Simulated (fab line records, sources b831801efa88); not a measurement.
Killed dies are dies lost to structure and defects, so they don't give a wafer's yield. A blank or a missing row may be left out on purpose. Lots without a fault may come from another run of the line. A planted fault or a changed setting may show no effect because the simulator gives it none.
fab line records | flow gf180mcu
record lots=13 wafers=39 last_day=34
route steps=602 shown M2@368 V2@384 V3@433
lots that met no fault: from a run of the same line without faults
start_h: hours from the record's first day to the start of the lot's first wafer shown | wait_h: hours since the lot's step before | " the same as in the row above | L1.1+2: a row that stands for several wafers | - no value, or no start given | * or withheld: withheld | < > ~ a bound
route shown NAME@n: a module of which the file shows steps, and the number in the route of the first | usual: mean/standard deviation of fault-free wafers | same: alike in all rows | chamber/n: place in a boat | sites: the reading at each site | _std_site: their standard deviation | _edge_site: outer sites' mean less inner sites' | radius_mm: how far each site lies from the wafer's centre | mask NAME#n: copy n | behind: the tool/chamber that last shaped the wafer | hold: why the lot was held/for how many hours/how that ended | device: the transistor (n, p or np) that didn't switch | end of line: the same wafers' tests at the end of the route | a step without rows: its recipe alone | killed: dies lost to structure and defects at the first sort, not the wafer's yield | map: a wafer's dies, x killed, . not, _ none there
set.NAME: the setting as run; set.NAME@STEP: as run at that earlier step | model.NAME: the simulator's own value behind a step, which no gauge read
steps of the route over a sample of lots; a table a step, a row a wafer
services: from which hour (start_h, from the record's first day; less than 0 if before it) a tool's chamber was out of use, for how many hours, and why
## steps
# step GF_M2_THK_MEAS_06
# recipe thk_meas_gauge=xrf reads=AlCu_of_M2_SPUTTER_02
# usual M2_ALCU_THK=441/6.1
# columns lot.wafer tool chamber start_h wait_h M2_ALCU_THK[nm]
L517.2 film_metro-01 - 412.71 0.1 431
L517.4 " - " " 440
L517.6 " - " " 436
L518.2 film_metro-04 - 425.44 0.1 440
L518.5 " - " " 433
L518.6 " - " " 437
L519.2 film_metro-01 - 435.89 0.1 440
L519.3 " - " " 445
L519.5 " - " " 444
L521.2 film_metro-04 - 461.31 0.1 446
L521.3 " - " " 442
L521.5 " - " " 452
L525.2 film_metro-01 - 497.61 0.1 458
L525.4 " - " " 441
L525.5 " - " " 440
L529.2 film_metro-04 - 532.28 0.1 448
L529.3 " - " " 438
L529.5 " - " " 439
L530.2 film_metro-01 - 534.41 0.1 442
L530.3 " - " " 449
L530.6 " - " " 444
L531.1 film_metro-04 - 543.40 0.1 443
L531.2 " - " " 453
L531.3 " - " " 439
L533.2 film_metro-03 - 560.70 0.1 446
L533.3 " - " " 441
L533.6 " - " " 441
L535.3 film_metro-04 - 576.74 0.1 447
L535.5 " - " " 436
L535.6 " - " " 441
L536.1 film_metro-03 - 584.76 0.1 447
L536.3 " - " " 440
L536.6 " - " " 447
L539.1 film_metro-03 - 604.56 0.1 441
L539.3 " - " " 429
L539.6 " - " " 434
L540.1 film_metro-01 - 613.47 0.1 437
L540.2 " - " " 432
L540.4 " - " " 442
# step GF_V2_CVD_02
# recipe material=SiO2 target_thk_nm=850 precursor=TEOS temp_c=400 time_s=94.851 rf_w=600
# usual heater_power_w=669/82
# columns lot.wafer tool chamber start_h wait_h heater_power_w
L517.2 pecvd-02 1 437.34 0.0 742
L517.4 " 1 " " 767
L517.6 " 2 " " 686
L518.2 pecvd-03 2 451.08 0.0 657
L518.5 " 2 " " 523
L518.6 " 1 " " 801
L519.2 pecvd-02 0 462.19 0.0 605
L519.3 " 2 " " 580
L519.5 " 0 " " 627
L521.2 pecvd-03 0 486.34 0.0 717
L521.3 " 1 " " 823
L521.5 " 2 " " 515
L525.2 pecvd-03 0 522.69 0.0 706
L525.4 " 2 " " 653
L525.5 " 1 " " 756
L529.2 pecvd-02 0 555.38 0.0 640
L529.3 " 1 " " 749
L529.5 " 0 " " 501
L530.2 pecvd-03 1 557.62 0.0 759
L530.3 " 0 " " 705
L530.6 " 2 " " 519
L531.1 pecvd-03 1 566.88 0.1 812
L531.2 " 0 " " 596
L531.3 " 2 " " 615
L533.2 pecvd-03 2 583.55 0.0 542
L533.3 " 0 " " 631
L533.6 " 2 " " 575
L535.3 pecvd-03 2 599.27 0.1 599
L535.5 " 0 " " 661
L535.6 " 2 " " 636
L536.1 pecvd-02 1 606.60 0.1 680
L536.3 " 0 " " 533
L536.6 " 2 " " 632
L539.1 pecvd-03 0 626.05 0.1 601
L539.3 " 1 " " 687
L539.6 " 1 " " 763
L540.1 pecvd-03 0 635.07 0.1 691
L540.2 " 2 " " 687
L540.4 " 1 " " 767
# step GF_V2_CMP_04
# recipe material=SiO2 down_force_psi=4 platen_rpm=60 pad_velocity_m_s=0.94248
# usual motor_current_A=12.4/1.2 retaining_ring_pressure_frac=1.000/0.0052 time_to_endpoint_s=78/6.4
# columns lot.wafer tool chamber start_h wait_h motor_current_A retaining_ring_pressure_frac time_to_endpoint_s
L517.2 cmp-02 1 437.52 0.1 14.4 0.998 76
L517.4 " 3 " " 12.8 1.001 77
L517.6 " 0 " " 13.1 1.009 86
L518.2 cmp-01 3 451.32 0.2 10.7 1.000 84
L518.6 " 3 " " 10.6 1.000 90
L518.5 " 0 " " 11.3 0.997 85
L519.2 cmp-01 3 462.32 0.0 11.4 0.993 66
L519.3 " 0 " " 11.9 0.994 70
L519.5 " 0 " " 12.1 0.998 77
L521.3 cmp-01 3 486.57 0.1 10.3 0.987 77
L521.2 " 0 " " 12.1 0.995 70
L521.5 " 1 " " 13.9 1.003 87
L525.2 cmp-02 2 522.81 0.0 11.0 1.001 64
L525.4 " 0 " " 12.6 1.002 81
L525.5 " 2 " " 11.6 1.003 70
L529.3 cmp-01 1 555.51 0.0 13.6 1.004 80
L529.2 " 2 " " 10.7 0.998 79
L529.5 " 2 " " 10.5 0.998 82
L530.2 cmp-02 3 557.85 0.1 12.6 0.997 80
L530.3 " 0 " " 13.5 0.993 91
L530.6 " 2 " " 11.5 1.002 83
L531.2 cmp-01 1 567.06 0.1 13.6 1.001 82
L531.3 " 2 " " 10.6 1.009 77
L531.1 " 3 " " 10.3 1.005 76
L533.3 cmp-02 0 583.68 0.0 13.0 0.999 83
L533.2 " 2 " " 11.7 1.000 73
L533.6 " 1 " " 14.0 1.001 83
L535.3 cmp-02 2 599.40 0.0 11.4 0.991 74
L535.6 " 2 " " 11.5 0.997 72
L535.5 " 3 " " 12.7 0.993 76
L536.1 cmp-02 2 606.73 0.1 10.9 1.000 70
L536.3 " 3 " " 12.3 0.991 67
L536.6 " 3 " " 12.4 0.999 78
L539.1 cmp-02 0 626.18 0.1 13.2 0.992 83
L539.3 " 2 " " 11.7 0.991 72
L539.6 " 1 " " 13.0 1.002 80
L540.1 cmp-02 2 635.20 0.1 10.6 1.007 72
L540.4 " 3 " " 11.6 0.994 82
L540.2 " 1 " " 13.7 1.005 80
# step GF_V3_CMP_04
# recipe material=SiO2 down_force_psi=4 platen_rpm=60 pad_velocity_m_s=0.94248
# usual motor_current_A=12.2/1.2 retaining_ring_pressure_frac=0.999/0.0052 time_to_endpoint_s=80/7.5
# columns lot.wafer tool chamber start_h wait_h motor_current_A retaining_ring_pressure_frac time_to_endpoint_s
L517.4 cmp-02 3 489.79 0.1 13.1 1.004 82
L517.2 " 0 " " 12.8 1.004 84
L517.6 " 2 " " 11.7 1.002 73
L518.2 cmp-01 0 504.01 0.0 12.2 0.992 74
L518.6 " 0 " " 12.7 0.996 78
L518.5 " 1 " " 13.3 0.984 90
L519.2 cmp-01 2 513.64 0.0 10.7 0.997 76
L519.3 " 1 " " 12.3 0.980 85
L519.5 " 3 " " 10.9 1.000 87
L521.3 cmp-01 2 536.68 0.0 9.6 1.006 68
L521.2 " 3 " " 10.8 1.001 76
L521.5 " 3 " " 11.1 1.002 77
L525.2 cmp-02 3 570.96 0.1 11.5 0.989 79
L525.4 " 1 " " 13.9 1.002 76
L525.5 " 2 " " 11.8 1.005 75
L529.2 cmp-02 2 602.06 0.1 11.2 0.995 67
L529.3 " 3 " " 12.5 1.001 78
L529.5 " 1 " " 14.2 0.999 80
L530.3 cmp-02 1 604.51 0.1 13.2 0.996 67
L530.2 " 2 " " 11.9 1.002 72
L530.6 " 0 " " 13.8 1.000 81
L531.3 cmp-01 3 612.84 0.1 11.1 0.995 85
L531.2 " 0 " " 12.0 1.006 24
L531.1 " 1 " " 14.1 1.007 104
L533.3 cmp-02 0 629.14 0.1 13.6 0.996 78
L533.2 " 1 " " 13.7 1.010 83
L533.6 " 2 " " 10.7 1.002 77
L535.3 cmp-02 1 644.36 0.0 13.9 0.996 69
L535.6 " 1 " " 13.5 1.000 75
L535.5 " 2 " " 11.5 0.993 70
L536.1 cmp-02 2 650.98 0.4 11.7 1.005 75
L536.3 " 3 " " 12.6 1.005 69
L536.6 " 1 " " 13.9 0.994 89
L539.1 cmp-02 2 668.93 0.1 12.0 1.003 74
L539.3 " 0 " " 13.0 0.993 91
L539.6 " 2 " " 11.6 1.000 84
L540.4 cmp-01 0 678.06 0.1 11.7 1.005 76
L540.1 " 1 " " 13.6 1.006 78
L540.2 " 2 " " 10.4 1.000 70
# step GF_V3_ETCH_17
# recipe chemistry=C4F8/O2/Ar mask_material=KrF target=SiO2 stop_on=TiN source_w=1500 bias_w=1200 pressure_mtorr=40 c4f8_flow_sccm=withheld O2_flow_sccm=6 Ar_flow_sccm=300 time_s=withheld target_depth_a=6350
# usual oes_product_au=0.855/0.0045
# columns lot.wafer tool chamber start_h wait_h oes_product_au
L517.2 rie_diel-01 2 - - 0.859
L517.4 " 3 " " 0.860
L517.6 " 1 " " 0.855
L518.2 rie_diel-02 2 - - 0.857
L518.5 " 1 " " 0.857
L518.6 " 2 " " 0.849
L519.2 rie_diel-01 0 - - 0.848
L519.3 " 2 " " 0.855
L519.5 " 2 " " 0.850
L521.2 rie_diel-01 1 - - 0.851
L521.3 " 0 " " 0.858
L521.5 " 0 " " 0.850
L525.2 rie_diel-01 2 - - 0.861
L525.4 " 0 " " 0.853
L525.5 " 1 " " 0.849
L529.2 rie_diel-02 2 - - 0.850
L529.3 " 1 " " 0.855
L529.5 " 2 " " 0.851
L530.2 rie_diel-03 3 - - 0.854
L530.3 " 1 " " 0.853
L530.6 " 2 " " 0.860
L531.1 rie_diel-03 2 - - 0.854
L531.2 " 3 " " 0.970
L531.3 " 1 " " 0.862
L533.2 rie_diel-03 0 - - 0.851
L533.3 " 2 " " 0.854
L533.6 " 2 " " 0.846
L535.3 rie_diel-01 3 - - 0.853
L535.5 " 1 " " 0.849
L535.6 " 0 " " 0.846
L536.1 rie_diel-03 3 - - 0.859
L536.3 " 0 " " 0.861
L536.6 " 1 " " 0.852
L539.1 rie_diel-02 1 - - 0.856
L539.3 " 0 " " 0.859
L539.6 " 3 " " 0.854
L540.1 rie_diel-02 0 - - 0.858
L540.2 " 3 " " 0.847
L540.4 " 3 " " 0.853
## services
# columns tool chamber start_h hours kind
pecvd-03 - 422.03 1.7 repair
pecvd-02 - 445.18 6.0 pm
rie_diel-01 1 459.58 10.2 repair
rie_diel-01 - 469.68 1.7 repair
rie_diel-03 1 478.43 7.7 repair
cmp-01 - 490.02 2.7 repair
rie_diel-01 2 497.70 1.5 repair
pecvd-03 - 537.38 5.3 repair
rie_diel-01 - 548.35 2.8 pm
cmp-02 - 558.62 5.4 pm
pecvd-03 - 567.87 0.5 repair
cmp-01 - 572.27 4.0 pm
cmp-01 - 580.27 1.1 repair
cmp-01 - 590.63 12.9 pm
pecvd-03 1 591.13 25.2 repair
rie_diel-01 3 606.87 18.7 repair
cmp-01 - 607.34 0.7 repair
cmp-01 - 622.06 5.3 repair
rie_diel-01 1 643.75 5.5 repair
cmp-01 - 650.45 1.9 repair
cmp-01 - 656.19 1.1 repair
cmp-01 - 661.53 0.4 repair
cmp-01 - 667.30 7.6 pm
cmp-02 - 686.86 4.5 repair
## key
first_sign step=GF_V3_CMP_04 reading=time_to_endpoint_s direction=down sigmas=7.4 usual=* struck=*
effect step=GF_V3_ETCH_17 reading=oes_product_au direction=up sigmas=25 usual=0.855 struck=0.970
met_at GF_V3_CMP_04
struck_lots L531
struck_wafers L531.2
sort_left_out L531.2
not_acting_at GF_M2_THK_MEAS_06,GF_V2_CVD_02,GF_V2_CMP_04
onset_between 504.01 612.84
fault kind=process_parameter_drift tool=cmp-01 chamber=0 onset_h=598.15 steps=GF_V3_CMP_04 channel=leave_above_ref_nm offset=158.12 shape=step end_h=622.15 acts_in=these_recipes_only stated=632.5
# sort_left_out: the simulated sort isn't trusted on such a fault, so these wafers' sort isn't shown, and their yield isn't known
